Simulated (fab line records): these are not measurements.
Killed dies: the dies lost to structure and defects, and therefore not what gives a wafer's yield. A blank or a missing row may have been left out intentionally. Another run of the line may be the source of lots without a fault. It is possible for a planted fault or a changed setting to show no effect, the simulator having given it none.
Which tool did it? | flow gf180mcu | 6 lots with 18 wafers sampled at 2 steps, on a route of 602 steps

WHAT THE GAUGES READ, wafer by wafer
GF_NSD_OVL_MEAS_08.
lot  | measured     | on         | NSD_OVL (nm)
L306 | day 13 22:55 | overlay-02 | 0.6 -0.2 1.8
L309 | day 15 05:28 | overlay-02 | 0.5 -0.6 -0.7
L311 | day 16 02:11 | overlay-02 | -0.2 -1.0 0.0
L315 | day 17 12:08 | overlay-02 | 261.9 262.1 265.6
L323 | day 20 03:28 | overlay-02 | 3.1 2.1 2.6
L327 | day 21 10:58 | overlay-01 | 1.5 1.3 3.2

TOOL THAT RAN EACH LOT (tool first, then ch and the chambers of the sampled wafers, then the start)
lot  | GF_NSD_EXPOSE_04
L306 | iline stepper-01 ch 0, day 13 12:11
L309 | iline stepper-02 ch 0, day 14 18:25
L311 | iline stepper-01 ch 0, day 15 15:42
L315 | iline stepper-01 ch 0, day 17 00:04
L323 | iline stepper-02 ch 0, day 19 15:30
L327 | iline stepper-02 ch 0, day 20 22:52
- GF_NSD_EXPOSE_04: exposes mask Nplus, target cd 400 nm.

THE ANSWER, worked out from the rows above alone
Rule: usual is defined by the lots themselves. The widest of any qualifying gaps counts: lots, ordered by their means at a reading, are off when they make up no more than a third of the lots, leave a main group of 4 or more, and stand apart from it by 3 or more times the standard deviation of that group's means. Not used: any main group whose means are identical at the precision the tables above print for the reading. Also off: a lot with no number at a reading for which 4 or more lots have one. Where the step has rows for the other lots, those lots are counted as sound.
Off: at GF_NSD_OVL_MEAS_08 (NSD_OVL), L315. Main group: mean 0.9 nm, sd 1.2.
A tool fits if, at a process step before that reading, it ran every lot that is off, and no sound lot after the first of them. Gauges at GF_NSD_OVL_MEAS_08: tried the same way as those tools. One fits: GF_NSD_EXPOSE_04 on iline stepper-01. Its last sound lot is L311 (day 15 15:42), its first lot that is off L315 (day 17 00:04): a fault that began between those two fits.

WHAT THE SIMULATOR HAD PUT IN
Scanner matching overlay: iline stepper-01, from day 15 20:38 on, at GF_NSD_EXPOSE_04. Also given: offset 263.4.
Lots struck among those shown: L315. The rule above reached the same finding.
